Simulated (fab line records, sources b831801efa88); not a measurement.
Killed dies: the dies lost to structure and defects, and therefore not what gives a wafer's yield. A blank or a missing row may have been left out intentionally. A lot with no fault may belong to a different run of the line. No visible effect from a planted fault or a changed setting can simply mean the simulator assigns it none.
fab line records || flow gf180mcu
[record] {"lots": 7, "wafers": 21, "last_day": 35}
route steps=602 shown DNWELL@34 NWELL@42
lots with no fault: from the same line, run without faults
start_h: hours from the record's opening day to when the first of the lot's shown wafers began || wait_h: hours since the lot's step before || " the same as in the row above || L1.1+2: one row covering several wafers at once || - either no value or no given start || * or withheld: withheld || < > ~ a bound
route shown NAME@n: NAME is a module with steps in the file, n the number in the route of the first one || usual: the fault-free wafers' mean and standard deviation || same: alike in all rows || chamber/n: place in a boat || sites: the reading at each site || _std_site: the values' standard deviation || _edge_site: outer sites' mean less inner sites' || radius_mm: for every site, how far away it sits from the centre of the wafer || mask NAME#n: copy n || behind: the tool/chamber that last shaped the wafer || hold: reason for holding the lot/hours on hold/outcome of the hold || device: which transistor (n, p or np) failed to switch || end of line: the tests these same wafers got at the end of their route || a step given without rows: its recipe and nothing more || killed: dies lost to structure and defects at the first sort, not the wafer's yield || map: the dies of a wafer, with x for killed, . for not killed, _ for no die there
set.NAME: the run value of the setting; set.NAME@STEP: its run value at that earlier step || model.NAME: the simulator's own value behind a step, which no gauge read
lots at some steps of the route; a table a step, a row a wafer
services: when a tool's chamber went out of use (start_h, in hours from the record's first day, below 0 if earlier), for how many hours, and the reason
[[steps]]
[step GF_DNWELL_COAT_02]
[recipe] {"spin_rpm": 2000, "resist_thk_nm": 3000}
[step GF_DNWELL_SOFTBAKE_03]
[recipe] {"temp_c": 110, "time_s": "withheld"}
[step GF_DNWELL_EXPOSE_04]
[recipe] {"mask_id": "DNWELL", "target_cd_nm": 1700, "na": 0.6, "source_shape": "conventional", "sigma_outer": 0.6, "dose_mj": 260}
[step GF_DNWELL_PEB_05]
[recipe] {"temp_c": 115, "time_s": "withheld"}
[step GF_DNWELL_DEVELOP_06]
[recipe] {"wall_angle_deg": 90, "develop_time_s": 60, "dev_temp_c": 23}
[step GF_DNWELL_IMPLANT_07]
[recipe] {"species": "P", "energy_kev": 1500, "dose_cm2": 1e+13, "tilt_deg": 0}
[step GF_DNWELL_STRIP_08]
[recipe] {"chemistry": "O2/N2", "power_w": 1400, "pressure_mtorr": 1500, "platen_temp_c": 250, "o2_flow_sccm": 3000, "n2_flow_sccm": 300, "overash_fraction": 0.5}
[usual] {"drypump_motor_current_A": "5.9/0.44", "heater_power_w": "322/49", "o2_flow_sccm": "2998/8.9", "oes_product_au": "0.722/0.0043", "strip_time_to_endpoint_s": "37.02/0.12"}
{"lot.wafer": "L878.1", "tool": "plasma_asher-03", "chamber": 0, "start_h": 49.09, "wait_h": 0.1, "drypump_motor_current_A": 5.7, "heater_power_w": 284, "o2_flow_sccm": 2992, "oes_product_au": 0.722, "rf_hours_counter_h": 33, "strip_time_to_endpoint_s": 37.04}
{"lot.wafer": "L878.3", "tool": "plasma_asher-03", "chamber": 1, "start_h": 49.09, "wait_h": 0.1, "drypump_motor_current_A": 6.6, "heater_power_w": 274, "o2_flow_sccm": 2999, "oes_product_au": 0.717, "rf_hours_counter_h": "-", "strip_time_to_endpoint_s": 37.10}
{"lot.wafer": "L878.6", "tool": "plasma_asher-03", "chamber": 1, "start_h": 49.09, "wait_h": 0.1, "drypump_motor_current_A": 6.6, "heater_power_w": 279, "o2_flow_sccm": 2998, "oes_product_au": 0.728, "rf_hours_counter_h": "-", "strip_time_to_endpoint_s": 37.07}
{"lot.wafer": "L885.2", "tool": "plasma_asher-02", "chamber": 0, "start_h": 84.04, "wait_h": 0.1, "drypump_motor_current_A": 5.7, "heater_power_w": 427, "o2_flow_sccm": 2990, "oes_product_au": 0.727, "rf_hours_counter_h": 46, "strip_time_to_endpoint_s": 37.15}
{"lot.wafer": "L885.3", "tool": "plasma_asher-02", "chamber": 1, "start_h": 84.04, "wait_h": 0.1, "drypump_motor_current_A": 6.2, "heater_power_w": 301, "o2_flow_sccm": 2975, "oes_product_au": 0.720, "rf_hours_counter_h": "-", "strip_time_to_endpoint_s": 37.22}
{"lot.wafer": "L885.6", "tool": "plasma_asher-02", "chamber": 1, "start_h": 84.04, "wait_h": 0.1, "drypump_motor_current_A": 6.2, "heater_power_w": 292, "o2_flow_sccm": 2991, "oes_product_au": 0.722, "rf_hours_counter_h": "-", "strip_time_to_endpoint_s": 37.20}
{"lot.wafer": "L886.1", "tool": "plasma_asher-01", "chamber": 0, "start_h": 87.51, "wait_h": 0.1, "drypump_motor_current_A": 5.2, "heater_power_w": 329, "o2_flow_sccm": 2992, "oes_product_au": 0.723, "rf_hours_counter_h": 45, "strip_time_to_endpoint_s": 36.97}
{"lot.wafer": "L886.2", "tool": "plasma_asher-01", "chamber": 1, "start_h": 87.51, "wait_h": 0.1, "drypump_motor_current_A": 5.7, "heater_power_w": 323, "o2_flow_sccm": 2993, "oes_product_au": 0.722, "rf_hours_counter_h": 45, "strip_time_to_endpoint_s": 36.89}
{"lot.wafer": "L886.5", "tool": "plasma_asher-01", "chamber": 0, "start_h": 87.51, "wait_h": 0.1, "drypump_motor_current_A": 5.2, "heater_power_w": 333, "o2_flow_sccm": 2990, "oes_product_au": 0.723, "rf_hours_counter_h": "-", "strip_time_to_endpoint_s": 36.95}
{"lot.wafer": "L887.1", "tool": "plasma_asher-02", "chamber": 1, "start_h": 95.74, "wait_h": 0.1, "drypump_motor_current_A": 6.3, "heater_power_w": 293, "o2_flow_sccm": 2997, "oes_product_au": 0.720, "rf_hours_counter_h": 48, "strip_time_to_endpoint_s": 36.89}
{"lot.wafer": "L887.4", "tool": "plasma_asher-02", "chamber": 1, "start_h": 95.74, "wait_h": 0.1, "drypump_motor_current_A": 6.2, "heater_power_w": 295, "o2_flow_sccm": 2999, "oes_product_au": 0.717, "rf_hours_counter_h": "-", "strip_time_to_endpoint_s": 36.98}
{"lot.wafer": "L887.6", "tool": "plasma_asher-02", "chamber": 0, "start_h": 95.74, "wait_h": 0.1, "drypump_motor_current_A": 5.8, "heater_power_w": 423, "o2_flow_sccm": 3002, "oes_product_au": 0.724, "rf_hours_counter_h": "-", "strip_time_to_endpoint_s": 36.95}
{"lot.wafer": "L892.2", "tool": "plasma_asher-02", "chamber": 0, "start_h": 122.28, "wait_h": 0.1, "drypump_motor_current_A": 5.8, "heater_power_w": 426, "o2_flow_sccm": 3001, "oes_product_au": 0.721, "rf_hours_counter_h": 51, "strip_time_to_endpoint_s": 36.93}
{"lot.wafer": "L892.3", "tool": "plasma_asher-02", "chamber": 1, "start_h": 122.28, "wait_h": 0.1, "drypump_motor_current_A": 6.2, "heater_power_w": 303, "o2_flow_sccm": 2999, "oes_product_au": 0.723, "rf_hours_counter_h": "-", "strip_time_to_endpoint_s": 36.84}
{"lot.wafer": "L892.5", "tool": "plasma_asher-02", "chamber": 0, "start_h": 122.28, "wait_h": 0.1, "drypump_motor_current_A": 5.8, "heater_power_w": 419, "o2_flow_sccm": 3004, "oes_product_au": 0.722, "rf_hours_counter_h": "-", "strip_time_to_endpoint_s": 36.97}
{"lot.wafer": "L899.4", "tool": "plasma_asher-01", "chamber": 0, "start_h": 158.94, "wait_h": 0.1, "drypump_motor_current_A": 5.2, "heater_power_w": 317, "o2_flow_sccm": 2994, "oes_product_au": 0.723, "rf_hours_counter_h": "-", "strip_time_to_endpoint_s": 36.83}
{"lot.wafer": "L899.5", "tool": "plasma_asher-01", "chamber": 0, "start_h": 158.94, "wait_h": 0.1, "drypump_motor_current_A": 5.2, "heater_power_w": 309, "o2_flow_sccm": 2992, "oes_product_au": 0.724, "rf_hours_counter_h": "-", "strip_time_to_endpoint_s": 36.91}
{"lot.wafer": "L899.6", "tool": "plasma_asher-01", "chamber": 1, "start_h": 158.94, "wait_h": 0.1, "drypump_motor_current_A": 5.7, "heater_power_w": 330, "o2_flow_sccm": 2984, "oes_product_au": 0.729, "rf_hours_counter_h": "-", "strip_time_to_endpoint_s": 36.77}
{"lot.wafer": "L900.1", "tool": "plasma_asher-03", "chamber": 0, "start_h": 165.63, "wait_h": 0.1, "drypump_motor_current_A": 5.7, "heater_power_w": 290, "o2_flow_sccm": 3007, "oes_product_au": 0.722, "rf_hours_counter_h": 45, "strip_time_to_endpoint_s": 37.22}
{"lot.wafer": "L900.3", "tool": "plasma_asher-03", "chamber": 0, "start_h": 165.63, "wait_h": 0.1, "drypump_motor_current_A": 5.7, "heater_power_w": 293, "o2_flow_sccm": 2995, "oes_product_au": 0.720, "rf_hours_counter_h": "-", "strip_time_to_endpoint_s": 37.23}
{"lot.wafer": "L900.6", "tool": "plasma_asher-03", "chamber": 1, "start_h": 165.63, "wait_h": 0.1, "drypump_motor_current_A": 6.6, "heater_power_w": 281, "o2_flow_sccm": 3001, "oes_product_au": 0.725, "rf_hours_counter_h": "-", "strip_time_to_endpoint_s": 37.12}
[step GF_DNWELL_TW_MEAS_09]
[usual] {"DNWELL_TW": "1341/21"}
{"lot.wafer": "L878.1", "tool": "film_metro-04", "chamber": "-", "start_h": 49.19, "wait_h": 0.1, "DNWELL_TW": 1334}
{"lot.wafer": "L878.3", "tool": "film_metro-04", "chamber": "-", "start_h": 49.19, "wait_h": 0.1, "DNWELL_TW": 1335}
{"lot.wafer": "L878.6", "tool": "film_metro-04", "chamber": "-", "start_h": 49.19, "wait_h": 0.1, "DNWELL_TW": 1338}
{"lot.wafer": "L885.2", "tool": "film_metro-04", "chamber": "-", "start_h": 84.15, "wait_h": 0.1, "DNWELL_TW": 1354}
{"lot.wafer": "L885.3", "tool": "film_metro-04", "chamber": "-", "start_h": 84.15, "wait_h": 0.1, "DNWELL_TW": 1346}
{"lot.wafer": "L885.6", "tool": "film_metro-04", "chamber": "-", "start_h": 84.15, "wait_h": 0.1, "DNWELL_TW": 1334}
{"lot.wafer": "L886.1", "tool": "film_metro-01", "chamber": "-", "start_h": 87.61, "wait_h": 0.1, "DNWELL_TW": 1356}
{"lot.wafer": "L886.2", "tool": "film_metro-01", "chamber": "-", "start_h": 87.61, "wait_h": 0.1, "DNWELL_TW": 1364}
{"lot.wafer": "L886.5", "tool": "film_metro-01", "chamber": "-", "start_h": 87.61, "wait_h": 0.1, "DNWELL_TW": 1370}
{"lot.wafer": "L887.1", "tool": "film_metro-04", "chamber": "-", "start_h": 95.84, "wait_h": 0.1, "DNWELL_TW": 1332}
{"lot.wafer": "L887.4", "tool": "film_metro-04", "chamber": "-", "start_h": 95.84, "wait_h": 0.1, "DNWELL_TW": 1335}
{"lot.wafer": "L887.6", "tool": "film_metro-04", "chamber": "-", "start_h": 95.84, "wait_h": 0.1, "DNWELL_TW": 1342}
{"lot.wafer": "L892.2", "tool": "film_metro-01", "chamber": "-", "start_h": 122.39, "wait_h": 0.1, "DNWELL_TW": 1365}
{"lot.wafer": "L892.3", "tool": "film_metro-01", "chamber": "-", "start_h": 122.39, "wait_h": 0.1, "DNWELL_TW": 1360}
{"lot.wafer": "L892.5", "tool": "film_metro-01", "chamber": "-", "start_h": 122.39, "wait_h": 0.1, "DNWELL_TW": 1365}
{"lot.wafer": "L899.4", "tool": "film_metro-03", "chamber": "-", "start_h": 159.04, "wait_h": 0.1, "DNWELL_TW": 1308}
{"lot.wafer": "L899.5", "tool": "film_metro-03", "chamber": "-", "start_h": 159.04, "wait_h": 0.1, "DNWELL_TW": 1311}
{"lot.wafer": "L899.6", "tool": "film_metro-03", "chamber": "-", "start_h": 159.04, "wait_h": 0.1, "DNWELL_TW": 1320}
{"lot.wafer": "L900.1", "tool": "film_metro-03", "chamber": "-", "start_h": 165.73, "wait_h": 0.1, "DNWELL_TW": 1306}
{"lot.wafer": "L900.3", "tool": "film_metro-03", "chamber": "-", "start_h": 165.73, "wait_h": 0.1, "DNWELL_TW": 1310}
{"lot.wafer": "L900.6", "tool": "film_metro-03", "chamber": "-", "start_h": 165.73, "wait_h": 0.1, "DNWELL_TW": 1307}
[step GF_NWELL_DEHYDRATE_00]
[recipe] {"temp_c": 200, "time_s": 60}
[step GF_NWELL_HMDS_01]
[recipe] {"prime_time_s": 60, "prime_temp_c": 120}
[step GF_NWELL_COAT_02]
[recipe] {"spin_rpm": 2000, "resist_thk_nm": 3000}
[step GF_NWELL_SOFTBAKE_03]
[recipe] {"temp_c": 110, "time_s": "withheld"}
[step GF_NWELL_EXPOSE_04]
[recipe] {"mask_id": "Nwell", "target_cd_nm": 860, "na": 0.6, "source_shape": "conventional", "sigma_outer": 0.6, "dose_mj": 260}
[usual] {"exposure_dose_mJ_cm2": "260.02/0.24", "focus_offset_nm": "0.0/0.52", "reticle_temp_C": "22.99/0.11"}
{"lot.wafer": "L878.1", "tool": "iline_stepper-01", "chamber": 0, "start_h": 55.25, "wait_h": "-", "mask": "Nwell#0", "exposure_dose_mJ_cm2": 259.90, "focus_offset_nm": -0.6, "reticle_temp_C": 23.16}
{"lot.wafer": "L878.3", "tool": "iline_stepper-01", "chamber": 0, "start_h": 55.25, "wait_h": "-", "mask": "Nwell#0", "exposure_dose_mJ_cm2": 259.96, "focus_offset_nm": 0.0, "reticle_temp_C": 23.14}
{"lot.wafer": "L878.6", "tool": "iline_stepper-01", "chamber": 0, "start_h": 55.25, "wait_h": "-", "mask": "Nwell#0", "exposure_dose_mJ_cm2": 260.19, "focus_offset_nm": -0.4, "reticle_temp_C": 23.02}
{"lot.wafer": "L885.2", "tool": "iline_stepper-01", "chamber": "-", "start_h": 90.54, "wait_h": "-", "mask": "Nwell#0", "exposure_dose_mJ_cm2": "-", "focus_offset_nm": "-", "reticle_temp_C": "-"}
{"lot.wafer": "L885.3", "tool": "iline_stepper-01", "chamber": "-", "start_h": 90.54, "wait_h": "-", "mask": "Nwell#0", "exposure_dose_mJ_cm2": "-", "focus_offset_nm": "-", "reticle_temp_C": "-"}
{"lot.wafer": "L885.6", "tool": "iline_stepper-01", "chamber": "-", "start_h": 90.54, "wait_h": "-", "mask": "Nwell#0", "exposure_dose_mJ_cm2": "-", "focus_offset_nm": "-", "reticle_temp_C": "-"}
{"lot.wafer": "L886.1", "tool": "iline_stepper-01", "chamber": "-", "start_h": 94.62, "wait_h": "-", "mask": "Nwell#0", "exposure_dose_mJ_cm2": "-", "focus_offset_nm": "-", "reticle_temp_C": "-"}
{"lot.wafer": "L886.2", "tool": "iline_stepper-01", "chamber": "-", "start_h": 94.62, "wait_h": "-", "mask": "Nwell#0", "exposure_dose_mJ_cm2": "-", "focus_offset_nm": "-", "reticle_temp_C": "-"}
{"lot.wafer": "L886.5", "tool": "iline_stepper-01", "chamber": "-", "start_h": 94.62, "wait_h": "-", "mask": "Nwell#0", "exposure_dose_mJ_cm2": "-", "focus_offset_nm": "-", "reticle_temp_C": "-"}
{"lot.wafer": "L887.1", "tool": "iline_stepper-02", "chamber": "-", "start_h": 103.02, "wait_h": "-", "mask": "Nwell#0", "exposure_dose_mJ_cm2": "-", "focus_offset_nm": "-", "reticle_temp_C": "-"}
{"lot.wafer": "L887.4", "tool": "iline_stepper-02", "chamber": "-", "start_h": 103.02, "wait_h": "-", "mask": "Nwell#0", "exposure_dose_mJ_cm2": "-", "focus_offset_nm": "-", "reticle_temp_C": "-"}
{"lot.wafer": "L887.6", "tool": "iline_stepper-02", "chamber": "-", "start_h": 103.02, "wait_h": "-", "mask": "Nwell#0", "exposure_dose_mJ_cm2": "-", "focus_offset_nm": "-", "reticle_temp_C": "-"}
{"lot.wafer": "L892.2", "tool": "iline_stepper-02", "chamber": 0, "start_h": 129.66, "wait_h": "-", "mask": "Nwell#0", "exposure_dose_mJ_cm2": 259.87, "focus_offset_nm": -0.4, "reticle_temp_C": 22.88}
{"lot.wafer": "L892.3", "tool": "iline_stepper-02", "chamber": 0, "start_h": 129.66, "wait_h": "-", "mask": "Nwell#0", "exposure_dose_mJ_cm2": 259.99, "focus_offset_nm": 0.0, "reticle_temp_C": 22.92}
{"lot.wafer": "L892.5", "tool": "iline_stepper-02", "chamber": 0, "start_h": 129.66, "wait_h": "-", "mask": "Nwell#0", "exposure_dose_mJ_cm2": 259.79, "focus_offset_nm": -0.8, "reticle_temp_C": 22.91}
{"lot.wafer": "L899.4", "tool": "iline_stepper-02", "chamber": 0, "start_h": 167.63, "wait_h": "-", "mask": "Nwell#0", "exposure_dose_mJ_cm2": 259.89, "focus_offset_nm": -0.5, "reticle_temp_C": 22.95}
{"lot.wafer": "L899.5", "tool": "iline_stepper-02", "chamber": 0, "start_h": 167.63, "wait_h": "-", "mask": "Nwell#0", "exposure_dose_mJ_cm2": 260.27, "focus_offset_nm": 0.3, "reticle_temp_C": 23.00}
{"lot.wafer": "L899.6", "tool": "iline_stepper-02", "chamber": 0, "start_h": 167.63, "wait_h": "-", "mask": "Nwell#0", "exposure_dose_mJ_cm2": 259.82, "focus_offset_nm": -0.2, "reticle_temp_C": 22.96}
{"lot.wafer": "L900.1", "tool": "iline_stepper-02", "chamber": 0, "start_h": 175.11, "wait_h": "-", "mask": "Nwell#0", "exposure_dose_mJ_cm2": 260.02, "focus_offset_nm": 0.7, "reticle_temp_C": 22.88}
{"lot.wafer": "L900.3", "tool": "iline_stepper-02", "chamber": 0, "start_h": 175.11, "wait_h": "-", "mask": "Nwell#0", "exposure_dose_mJ_cm2": 260.05, "focus_offset_nm": 0.0, "reticle_temp_C": 22.90}
{"lot.wafer": "L900.6", "tool": "iline_stepper-02", "chamber": 0, "start_h": 175.11, "wait_h": "-", "mask": "Nwell#0", "exposure_dose_mJ_cm2": 260.03, "focus_offset_nm": 0.0, "reticle_temp_C": 22.97}
[step GF_NWELL_PEB_05]
[recipe] {"temp_c": 115, "time_s": "withheld"}
[[services]]
{"tool": "plasma_asher-03", "chamber": "-", "start_h": 30.85, "hours": 14.6, "kind": "pm"}
{"tool": "plasma_asher-01", "chamber": "-", "start_h": 63.91, "hours": 1.0, "kind": "repair"}
{"tool": "plasma_asher-02", "chamber": "-", "start_h": 87.36, "hours": 1.0, "kind": "repair"}
{"tool": "plasma_asher-01", "chamber": "-", "start_h": 106.52, "hours": 1.2, "kind": "repair"}
{"tool": "plasma_asher-01", "chamber": "-", "start_h": 108.75, "hours": 9.0, "kind": "pm"}
{"tool": "plasma_asher-01", "chamber": 0, "start_h": 108.75, "hours": 9.0, "kind": "vent_cycle"}
{"tool": "plasma_asher-01", "chamber": 1, "start_h": 108.75, "hours": 9.0, "kind": "vent_cycle"}
{"tool": "plasma_asher-01", "chamber": 0, "start_h": 117.75, "hours": "-", "kind": "clean"}
{"tool": "plasma_asher-01", "chamber": 1, "start_h": 117.75, "hours": "-", "kind": "clean"}
{"tool": "plasma_asher-03", "chamber": "-", "start_h": 136.85, "hours": 0.4, "kind": "repair"}
{"tool": "iline_stepper-01", "chamber": 0, "start_h": 172.49, "hours": "-", "kind": "calibration"}
[[key]]
[first_sign] {"step": "GF_NWELL_EXPOSE_04", "reading": "tool_record", "direction": "missing"}
effect none on later readings
met_at GF_NWELL_EXPOSE_04
struck_wafers L885.2,L885.3,L885.6,L886.1,L886.2,L886.5,L887.1,L887.4,L887.6
sort_left_out L885.2,L885.3,L885.6,L886.1,L886.2,L886.5,L887.1,L887.4,L887.6
tester_left_out L885,L886,L887
onset_between 55.25 90.54
[fault] {"kind": "skipped_step_whole", "tool": "iline_stepper-01,iline_stepper-02", "chamber": "-", "onset_h": 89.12, "steps": "GF_NWELL_EXPOSE_04", "scope": "struck_lots_only"}
// tester_left_out: of these lots the tester's yield and bins aren't shown, on N5 and GAA mostly nor the transistor test; their killed dies are dies lost to structure and defects alone, not to doping, threshold or leakage, so they don't give the yield
// sort_left_out: the simulated sort isn't trusted on such a fault, so these wafers' sort isn't shown, and their yield isn't known
